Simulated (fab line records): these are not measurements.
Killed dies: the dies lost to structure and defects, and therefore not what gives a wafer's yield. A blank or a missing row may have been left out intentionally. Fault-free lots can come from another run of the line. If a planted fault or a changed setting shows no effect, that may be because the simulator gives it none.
fab line records    flow sky130
record lots=5  wafers=15  last_day=50
route steps=708 shown LDD_P@259 LDD_HVN@267 LDD_HVP@278 PAD_OPEN@708
lots untouched by any fault: they come from a run of this same line in which no faults occurred
start_h: the number of hours between the record's first day and the start of the first shown wafer of the lot    wait_h: hours elapsed since this lot's preceding step    " same as the row above    L1.1+2: a single row standing in for several wafers    - no value, or no start given    * or withheld: withheld    < > ~ a bound
route shown NAME@n: NAME is a module with steps in the file, n the number in the route of the first one    usual: mean/standard deviation taken from wafers without a fault    same: alike in all rows    chamber/n: place in a boat    sites: each site's reading    _std_site: the standard deviation of these    _edge_site: inner sites' mean taken away from outer sites' mean    radius_mm: for every site, how far away it sits from the centre of the wafer    mask NAME#n: copy n    behind: the tool/chamber that last shaped the wafer    hold: the reason the lot was held/the length of the hold in hours/how it ended    device: names the non-switching transistor (n, p or np)    end of line: the same wafers' tests at the end of the route    a step given without rows: its recipe and nothing more    killed: dies that structure and defects cost at the first sort, which is not the same as the wafer's yield    map: the dies of a wafer, with x for killed, . for not killed, _ for no die there
set.NAME: the setting that was run; set.NAME@STEP: the one run at that earlier step    model.NAME: the simulator's own value behind a step, which no gauge read
a table for each step, a row for each wafer; lots at some steps of the route
services: from which hour (start_h, from the record's first day; less than 0 if before it) a tool's chamber was out of use, for how many hours, and why
## steps
# step SKY_LDD_P_EXPOSE_04
# recipe mask_id=PSDM  na=0.6  source_shape=conventional  sigma_outer=0.6  polarization=unpolarized  target_cd_nm=380  dose_mj=138
# step SKY_LDD_P_PEB_05
# recipe temp_c=withheld  time_s=*  resist=NOVOLAK
# step SKY_LDD_P_DEVELOP_06
# recipe resist=NOVOLAK  developer=TMAH  develop_time_s=60  dev_temp_c=23
# step SKY_LDD_P_CD_MEAS_07
# recipe target_cd_nm=380
# usual cd_nm=379/3.3
lot.wafer  tool       chamber  start_h  wait_h  cd_nm
L759.1     cd_sem-01  -        428.31   0.1     379
L759.3     "          -        "        "       378
L759.5     "          -        "        "       381
L769.3     cd_sem-02  -        552.25   0.1     381
L769.4     "          -        "        "       378
L769.6     "          -        "        "       378
L771.1     cd_sem-02  -        558.27   0.1     382
L771.3     "          -        "        "       383
L771.4     "          -        "        "       379
L777.1     cd_sem-02  -        586.47   0.1     375
L777.4     "          -        "        "       375
L777.6     "          -        "        "       377
L780.1     cd_sem-01  -        615.28   0.1     378
L780.2     "          -        "        "       379
L780.6     "          -        "        "       378
# step SKY_LDD_P_OVL_MEAS_08
# usual LDD_P_OVL=0.6/1.4
lot.wafer  tool        chamber  start_h  wait_h  LDD_P_OVL[nm]
L759.1     overlay-01  -        428.43   0.1     1.4
L759.3     "           -        "        "       0.1
L759.5     "           -        "        "       2.2
L769.3     overlay-02  -        552.34   0.1     1.1
L769.4     "           -        "        "       -0.6
L769.6     "           -        "        "       -0.5
L771.1     overlay-02  -        558.39   0.1     0.1
L771.3     "           -        "        "       0.2
L771.4     "           -        "        "       0.2
L777.1     overlay-02  -        586.59   0.1     1.6
L777.4     "           -        "        "       2.4
L777.6     "           -        "        "       2.9
L780.1     overlay-01  -        615.40   0.1     1.6
L780.2     "           -        "        "       2.5
L780.6     "           -        "        "       1.8
# step SKY_LDD_P_IMPLANT_09
# recipe species=BF2  energy_kev=25  dose_cm2=1e+13  tilt_deg=withheld
# step SKY_LDD_P_STRIP_10
# recipe chemistry=O2/N2  power_w=1400  pressure_mtorr=1500  platen_temp_c=withheld  o2_flow_sccm=3000  n2_flow_sccm=300  overash_fraction=0.5
# usual drypump_motor_current_A=5.8/0.44  oes_product_au=0.715/0.0043  strip_time_to_endpoint_s=14.17/0.044
# same overash_fraction=0.5
lot.wafer  tool             chamber  start_h  wait_h  drypump_motor_current_A  oes_product_au  rf_hours_counter_h  strip_time_to_endpoint_s
L759.1     plasma_asher-01  0        428.61   0.1     6.2                      0.712           30                  14.15
L759.3     "                1        "        "       5.1                      0.706           -                   14.15
L759.5     "                1        "        "       5.1                      0.711           -                   14.13
L769.3     plasma_asher-01  0        552.55   0.1     6.2                      0.718           -                   14.20
L769.4     "                1        "        "       5.1                      0.717           -                   14.23
L769.6     "                1        "        "       5.1                      0.709           -                   14.18
L771.1     plasma_asher-01  1        558.57   0.1     5.1                      0.714           46                  14.21
L771.3     "                1        "        "       5.1                      0.710           -                   14.18
L771.4     "                0        "        "       6.1                      0.721           -                   14.19
L777.1     plasma_asher-01  0        586.77   0.1     6.2                      0.720           49                  14.17
L777.4     "                0        "        "       6.1                      0.715           -                   14.14
L777.6     "                1        "        "       5.1                      0.713           -                   14.12
L780.1     plasma_asher-01  1        615.59   0.1     5.1                      0.712           53                  14.10
L780.2     "                0        "        "       6.2                      0.716           53                  14.18
L780.6     "                1        "        "       5.1                      0.710           -                   14.18
# step SKY_LDD_P_TW_MEAS_11
# usual LDD_P_TW=637/7.3
lot.wafer  tool           chamber  start_h  wait_h  LDD_P_TW
L759.1     film_metro-01  -        428.71   0.1     626
L759.3     "              -        "        "       627
L759.5     "              -        "        "       628
L769.3     film_metro-03  -        552.63   0.1     644
L769.4     "              -        "        "       642
L769.6     "              -        "        "       647
L771.1     film_metro-02  -        558.67   0.1     640
L771.3     "              -        "        "       643
L771.4     "              -        "        "       644
L777.1     film_metro-01  -        586.87   0.1     634
L777.4     "              -        "        "       629
L777.6     "              -        "        "       632
L780.1     film_metro-03  -        615.69   0.1     645
L780.2     "              -        "        "       650
L780.6     "              -        "        "       645
# step SKY_LDD_HVN_DEHYDRATE_00
# recipe temp_c=200  time_s=60
# step SKY_LDD_HVN_HMDS_01
# recipe prime_time_s=60  prime_temp_c=120
# step SKY_LDD_HVN_COAT_02
# recipe resist=NOVOLAK  spin_rpm=3000  resist_thk_nm=300
# step SKY_LDD_HVN_SOFTBAKE_03
# recipe temp_c=90  time_s=60  resist=NOVOLAK
# step SKY_LDD_HVN_EXPOSE_04
# recipe mask_id=HVNTM  na=0.6  source_shape=conventional  sigma_outer=0.6  polarization=unpolarized  target_cd_nm=700  dose_mj=127
lot.wafer   tool              chamber  start_h  wait_h  mask
L759.1+3+5  iline_stepper-02  0        444.14   -       HVNTM#0
L769.3+4+6  iline_stepper-02  0        567.40   -       PSDM#0
L771.1+3+4  iline_stepper-01  0        573.81   -       HVNTM#0
L777.1+4+6  iline_stepper-02  0        601.96   -       HVNTM#0
L780.1+2+6  iline_stepper-01  0        630.91   -       HVNTM#0
# step SKY_LDD_HVN_PEB_05
# recipe temp_c=withheld  time_s=*  resist=NOVOLAK
# step SKY_LDD_HVN_DEVELOP_06
# recipe resist=NOVOLAK  developer=TMAH  develop_time_s=60  dev_temp_c=23
# step SKY_LDD_HVN_OVL_MEAS_07
# usual LDD_HVN_OVL=1.2/1.3
lot.wafer  tool        chamber  start_h  wait_h  LDD_HVN_OVL[nm]
L759.1     overlay-01  -        458.24   0.1     2.9
L759.3     "           -        "        "       3.2
L759.5     "           -        "        "       2.9
L769.3     overlay-02  -        582.43   0.1     -
L769.4     "           -        "        "       -
L769.6     "           -        "        "       -
L771.1     overlay-02  -        588.31   0.1     1.4
L771.3     "           -        "        "       0.4
L771.4     "           -        "        "       1.1
L777.1     overlay-01  -        615.58   0.1     1.5
L777.4     "           -        "        "       2.1
L777.6     "           -        "        "       3.1
L780.1     overlay-01  -        645.01   0.1     0.1
L780.2     "           -        "        "       0.5
L780.6     "           -        "        "       -0.7
# step SKY_LDD_HVN_IMPLANT_08
# recipe species=P  energy_kev=60  dose_cm2=3e+13  tilt_deg=40
# step SKY_LDD_HVN_STRIP_09
# recipe chemistry=O2/N2  power_w=1400  pressure_mtorr=1500  platen_temp_c=withheld  o2_flow_sccm=3000  n2_flow_sccm=300  overash_fraction=0.5
# usual drypump_motor_current_A=5.8/0.44  oes_product_au=0.408/0.0039  strip_time_to_endpoint_s=4.130/0.016
# same overash_fraction=0.5
lot.wafer  tool             chamber  start_h  wait_h  drypump_motor_current_A  oes_product_au  rf_hours_counter_h  strip_time_to_endpoint_s
L759.1     plasma_asher-02  0        458.42   0.1     5.6                      0.407           63                  4.126
L759.3     "                1        "        "       6.2                      0.405           -                   4.126
L759.5     "                0        "        "       5.6                      0.414           -                   4.139
L769.3     plasma_asher-02  1        582.64   0.1     6.2                      0.403           -                   4.147
L769.4     "                0        "        "       5.6                      0.404           -                   4.111
L769.6     "                0        "        "       5.5                      0.408           -                   4.149
L771.1     plasma_asher-02  1        588.49   0.1     6.2                      0.414           74                  4.142
L771.3     "                1        "        "       6.2                      0.406           -                   4.162
L771.4     "                0        "        "       5.5                      0.407           -                   4.118
L777.1     plasma_asher-02  0        615.77   0.1     5.5                      0.398           78                  4.123
L777.4     "                0        "        "       5.5                      0.406           -                   4.100
L777.6     "                1        "        "       6.3                      0.415           -                   4.111
L780.1     plasma_asher-01  1        645.19   0.1     5.1                      0.409           56                  4.104
L780.2     "                0        "        "       6.2                      0.406           56                  4.099
L780.6     "                1        "        "       5.1                      0.406           -                   4.103
# step SKY_LDD_HVN_TW_MEAS_10
# usual LDD_HVN_TW=1436/13
lot.wafer  tool           chamber  start_h  wait_h  LDD_HVN_TW
L759.1     film_metro-02  -        458.52   0.1     1437
L759.3     "              -        "        "       1433
L759.5     "              -        "        "       1445
L769.3     film_metro-04  -        582.72   0.1     30
L769.4     "              -        "        "       30
L769.6     "              -        "        "       30
L771.1     film_metro-01  -        588.59   0.1     1425
L771.3     "              -        "        "       1417
L771.4     "              -        "        "       1413
L777.1     film_metro-02  -        615.87   0.1     1431
L777.4     "              -        "        "       1437
L777.6     "              -        "        "       1436
L780.1     film_metro-01  -        645.29   0.1     1419
L780.2     "              -        "        "       1424
L780.6     "              -        "        "       1424
# step SKY_LDD_HVP_DEHYDRATE_00
# recipe temp_c=200  time_s=60
# step SKY_PAD_OPEN_PROBE_99
lot.wafer  tool       chamber  start_h  wait_h  model.etest.pfet_01v8.r_on_ohm_um  model.etest.pfet_g5v0d10v5.r_on_ohm_um  model.etest.pfet_16v.r_on_ohm_um  model.etest.nfet_g5v0d10v5.r_on_ohm_um  model.etest.pfet_01v8.drive_ua_um  model.etest.pfet_01v8_lvt.drive_ua_um  model.etest.pfet_01v8_hvt.drive_ua_um  model.etest.pfet_g5v0d10v5.drive_ua_um
L759.1     prober-02  -        1074.43  0.1     2866                               4808                                    1.498e+04                         1883                                    193.6                              173.5                                  146.5                                  335.5
L759.3     prober-02  -        1074.53  0.2     2860                               4821                                    1.473e+04                         1882                                    197.6                              172.7                                  148.6                                  334.4
L759.5     prober-02  -        1074.63  0.2     2792                               4762                                    1.493e+04                         1864                                    202                                175.1                                  152.2                                  337.6
L769.3     prober-01  -        1155.09  0.2     5374                               6285                                    1.581e+04                         2232                                    70.07                              78.12                                  56.17                                  246.8
L769.4     prober-01  -        1155.14  0.2     5610                               6336                                    1.594e+04                         2268                                    66.73                              75.12                                  53.57                                  244.4
L769.6     prober-01  -        1155.24  0.2     5229                               6242                                    1.59e+04                          2246                                    72.99                              79.34                                  58.26                                  249.1
L771.1     prober-01  -        1160.84  0.1     2786                               4668                                    1.503e+04                         1870                                    203.3                              180.4                                  149.9                                  350.1
L771.3     prober-01  -        1160.94  0.2     2830                               4661                                    1.522e+04                         1870                                    200.1                              181                                    149.8                                  352.2
L771.4     prober-01  -        1160.99  0.2     2772                               4706                                    1.53e+04                          1891                                    202.1                              181.7                                  151.5                                  348
L777.1     prober-01  -        1177.07  0.1     3012                               4726                                    1.554e+04                         1917                                    185.9                              170.1                                  138.4                                  340.5
L777.4     prober-01  -        1177.22  0.2     3002                               4786                                    1.512e+04                         1900                                    184.4                              170.1                                  137.3                                  337.3
L777.6     prober-01  -        1177.32  0.2     2989                               4776                                    1.56e+04                          1918                                    188.2                              171.9                                  137.8                                  338.8
L780.1     prober-01  -        1191.07  0.1     2967                               4794                                    1.596e+04                         1917                                    187.9                              173.4                                  139.1                                  336.9
L780.2     prober-01  -        1191.12  0.1     2895                               4799                                    1.553e+04                         1918                                    192.3                              174.9                                  144.1                                  334.6
L780.6     prober-01  -        1191.32  0.2     2968                               4749                                    1.551e+04                         1896                                    188.9                              173.5                                  140.9                                  337.6
# killed by level:class
L759.1 LI_CONTACT:geometric_particle:open=9 CONTACT:geometric_particle:open=8 VIA1:geometric_particle:open=8 VIA2:geometric_particle:open=8 VIA1:geometric_particle:short=7 METAL2:geometric_particle:short=7 METAL1:geometric_particle:short=6 CONTACT:geometric_particle:short=6
L759.3 CONTACT:geometric_particle:open=8 METAL1:geometric_particle:short=8 LI_CONTACT:geometric_particle:open=7 CONTACT:geometric_particle:short=5 VIA1:geometric_particle:open=5 FIELD_ISO:geometric_particle:short=4 POLY_GATE:geometric_particle:short=4 VIA1:geometric_particle:short=3
L759.5 VIA2:geometric_particle:open=10 POLY_GATE:geometric_particle:short=7 CONTACT:geometric_particle:open=7 FIELD_ISO:geometric_particle:short=6 LI_CONTACT:geometric_particle:open=6 METAL2:geometric_particle:short=5 VIA1:geometric_particle:open=5 LOCAL_INTERCONNECT:geometric_particle:short=4
L771.1 VIA1:geometric_particle:open=14 CONTACT:geometric_particle:open=9 LI_CONTACT:geometric_particle:open=8 VIA1:geometric_particle:short=7 LOCAL_INTERCONNECT:geometric_particle:short=6 VIA2:geometric_particle:open=6 VIA2:geometric_particle:short=6 POLY_GATE:geometric_particle:short=5
L771.3 VIA1:geometric_particle:open=12 VIA2:geometric_particle:open=8 METAL1:geometric_particle:short=6 VIA1:geometric_particle:short=6 METAL4:geometric_particle:short=5 POLY_GATE:geometric_particle:open=4 LI_CONTACT:geometric_particle:open=4 LOCAL_INTERCONNECT:geometric_particle:short=4
L771.4 CONTACT:geometric_particle:open=15 VIA1:geometric_particle:open=9 VIA2:geometric_particle:open=9 METAL1:geometric_particle:short=8 VIA3:geometric_particle:open=7 METAL2:geometric_particle:short=7 LOCAL_INTERCONNECT:geometric_particle:short=5 FIELD_ISO:geometric_particle:short=4
L777.1 CONTACT:geometric_particle:open=9 VIA3:geometric_particle:open=7 POLY_GATE:geometric_particle:open=7 VIA1:geometric_particle:open=5 METAL2:geometric_particle:short=4 VIA1:geometric_particle:short=4 VIA2:geometric_particle:short=4 VIA3:geometric_particle:short=4
L777.4 VIA1:geometric_particle:open=10 CONTACT:geometric_particle:open=10 VIA3:geometric_particle:open=7 VIA1:geometric_particle:short=6 METAL2:geometric_particle:short=6 POLY_GATE:geometric_particle:short=5 VIA2:geometric_particle:open=4 METAL3:geometric_particle:short=4
L777.6 VIA1:geometric_particle:open=10 VIA2:geometric_particle:open=10 LI_CONTACT:geometric_particle:open=9 CONTACT:geometric_particle:open=9 POLY_GATE:geometric_particle:short=7 METAL2:geometric_particle:short=7 CONTACT:geometric_particle:short=4 VIA1:geometric_particle:short=4
L780.1 CONTACT:geometric_particle:open=12 VIA3:geometric_particle:open=9 LI_CONTACT:geometric_particle:open=8 VIA2:geometric_particle:open=8 FIELD_ISO:geometric_particle:open=7 METAL1:geometric_particle:short=7 METAL2:geometric_particle:short=6 POLY_GATE:geometric_particle:open=5
L780.2 CONTACT:geometric_particle:open=11 VIA1:geometric_particle:open=11 LI_CONTACT:geometric_particle:open=8 VIA2:geometric_particle:open=6 LI_CONTACT:geometric_particle:short=5 METAL4:geometric_particle:short=5 FIELD_ISO:geometric_particle:short=4 CONTACT:geometric_particle:short=4
L780.6 LI_CONTACT:geometric_particle:open=11 METAL1:geometric_particle:short=8 CONTACT:geometric_particle:short=7 VIA1:geometric_particle:open=7 VIA2:geometric_particle:open=6 POLY_GATE:geometric_particle:open=5 CONTACT:geometric_particle:open=5 METAL2:geometric_particle:short=4
## services
tool              chamber  start_h  hours  kind
plasma_asher-02   -        480.62   32.9   repair
plasma_asher-01   -        502.62   7.2    repair
iline_stepper-01  -        531.01   2.1    pm
iline_stepper-01  -        533.09   -      consumable_replace:lamp
iline_stepper-01  -        533.09   1.7    pm
plasma_asher-01   -        558.86   0.9    repair
iline_stepper-02  -        576.17   1.7    pm
## key
first_sign step=SKY_LDD_HVN_EXPOSE_04  reading=mask  direction=changed
effect step=SKY_LDD_HVN_OVL_MEAS_07  reading=LDD_HVN_OVL  direction=missing
effect step=SKY_LDD_HVN_TW_MEAS_10  reading=LDD_HVN_TW  direction=down  sigmas=99+  usual=1436  struck=30
model_effect step=SKY_PAD_OPEN_PROBE_99  value=etest.pfet_01v8.r_on_ohm_um  without=2801  struck=5404
met_at SKY_LDD_HVN_EXPOSE_04
struck_wafers L769.3,L769.4,L769.6
sort_left_out L769.3,L769.4,L769.6
tester_left_out L769
onset_between 444.14 567.40
fault kind=wrong_mask  tool=any  chamber=-  onset_h=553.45  steps=SKY_LDD_HVN_EXPOSE_04  aux_copy=PSDM#0  scope=struck_lots_only
# tester_left_out: of these lots the tester's yield and bins aren't shown, on N5 and GAA mostly nor the transistor test; their killed dies are dies lost to structure and defects alone, not to doping, threshold or leakage, so they don't give the yield
# sort_left_out: the simulated sort isn't trusted on such a fault, so these wafers' sort isn't shown, and their yield isn't known
